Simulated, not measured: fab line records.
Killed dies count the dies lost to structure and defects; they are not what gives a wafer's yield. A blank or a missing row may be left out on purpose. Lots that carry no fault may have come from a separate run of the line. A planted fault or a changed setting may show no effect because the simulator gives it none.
Comparing a struck lot with a sound one | flow sky130 | 26 out of 708 route steps
Sound: the wafers L243.1, L243.5, L243.6. Wafers struck: L258.3, L258.4, L258.5. The cause is named last.
For every step that has rows: the tool of each side, followed by ch and its chambers, followed by its first start. Under that, the readings that differ: sound wafers | struck wafers | difference of the means | sigmas: that difference in standard deviations of wafers without a fault.
alike: words and numbers the same on both sides, and readings whose means are apart by under 2 such deviations; not compared: readings that were withheld, readings missing a value for some wafer, numbers with overlapping values and no deviation given by the record, and bounds like >300 which may hide the same value.
The two part at a step that has a row with sigmas, a row that says differs or no value, or rows on one side only. When numbers do not overlap yet have no deviation, they are printed without sigmas and do not part them. A reading missing from all wafers of one side parts the sides only when that side holds two or more wafers.

SKY_LDD_N_STRIP_16: strips in O2/N2.
  sound on plasmaAsher-04 ch 0,1, day 18 08:05; struck on plasmaAsher-02 ch 0,1, day 24 16:55
reading                  | sound             | struck            | difference | sigmas
stripTimeToEndpointS (s) | 4.353 4.329 4.309 | 4.283 4.295 4.279 | -0.045     | -3
  alike: drypumpMotorCurrentA, oesProductAu
  not compared: rfHoursCounterH
SKY_LDD_N_TW_MEAS_17:
  sound on filmMetro-01, day 18 08:11; struck on filmMetro-01, day 24 17:02
  alike: LDD_N_TW
then, 7 steps without rows for these wafers: SKY_LDD_P_DEHYDRATE_00 (time 60 s); SKY_LDD_P_HMDS_01 (prime time 60 s); SKY_LDD_P_COAT_02 (resist thk 1140 nm); SKY_LDD_P_SOFTBAKE_03 (time 60 s); SKY_LDD_P_EXPOSE_04 (exposes mask PSDM, target cd 380 nm); SKY_LDD_P_PEB_05; SKY_LDD_P_DEVELOP_06 (develop time 62.62 s).
SKY_LDD_P_CD_MEAS_07: target cd 380 nm.
  sound on cdSem-02, day 19 16:41; struck on cdSem-02, day 26 00:59
  alike: cdNm
SKY_LDD_P_OVL_MEAS_08:
  sound on overlay-01, day 19 16:49; struck on overlay-02, day 26 01:04
  alike: LDD_P_OVL
next, for these wafers, 1 step has no rows: SKY_LDD_P_IMPLANT_09.
SKY_LDD_P_STRIP_10: strips in O2/N2.
  sound on plasmaAsher-04 ch 0,1, day 19 17:00; struck on plasmaAsher-04 ch 0,1, day 26 01:17
reading                                   | sound             | struck            | difference                    | sigmas
oesProductAu (a.u.)                       | 0.716 0.721 0.724 | 0.962 0.958 0.951 | +0.237                        | +51
stripTimeToEndpointS (s)                  | 14.21 14.24 14.27 | - - -             | no value on the struck wafers | 
model.NOVOLAK_of_LDD_P_COAT_02.thkNm (nm) | 0 0 0             | 127.8 127.8 127.8 | +127.8                        | 
  alike: drypumpMotorCurrentA
  not compared: rfHoursCounterH
SKY_LDD_P_TW_MEAS_11:
  sound on filmMetro-01, day 19 17:06; struck on filmMetro-04, day 26 01:22
  alike: LDD_P_TW
then, 7 steps without rows for these wafers: SKY_LDD_HVN_DEHYDRATE_00 (time 60 s); SKY_LDD_HVN_HMDS_01 (prime time 60 s); SKY_LDD_HVN_COAT_02 (resist thk 300 nm); SKY_LDD_HVN_SOFTBAKE_03 (time 60 s); SKY_LDD_HVN_EXPOSE_04 (exposes mask HVNTM, target cd 700 nm); SKY_LDD_HVN_PEB_05; SKY_LDD_HVN_DEVELOP_06 (develop time 60 s).
SKY_LDD_HVN_OVL_MEAS_07:
  sound on overlay-01, day 21 01:41; struck on overlay-01, day 27 06:30
  alike: LDD_HVN_OVL
next, for these wafers, 1 step has no rows: SKY_LDD_HVN_IMPLANT_08.
SKY_LDD_HVN_STRIP_09: strips in O2/N2.
  sound on plasmaAsher-02 ch 0,1, day 21 01:53; struck on plasmaAsher-01 ch 0,1, day 27 06:43
reading                  | sound             | struck            | difference | sigmas
oesProductAu (a.u.)      | 0.405 0.401 0.409 | 0.499 0.499 0.497 | +0.093     | +19
stripTimeToEndpointS (s) | 4.138 4.142 4.137 | 6.222 6.207 6.213 | +2.075     | +99 or more
  alike: drypumpMotorCurrentA
  not compared: rfHoursCounterH
SKY_LDD_HVN_TW_MEAS_10:
  sound on filmMetro-01, day 21 01:59; struck on filmMetro-04, day 27 06:48
reading    | sound          | struck      | difference | sigmas
LDD_HVN_TW | 1436 1438 1438 | 766 768 768 | -670       | -96
then, 1 step without rows for these wafers: SKY_LDD_HVP_DEHYDRATE_00 (time 60 s).

== WHERE THEY PART ==
Last at SKY_LDD_HVN_TW_MEAS_10 as far as this record goes, first at SKY_LDD_N_STRIP_16.

WHY: whatever the simulator had introduced
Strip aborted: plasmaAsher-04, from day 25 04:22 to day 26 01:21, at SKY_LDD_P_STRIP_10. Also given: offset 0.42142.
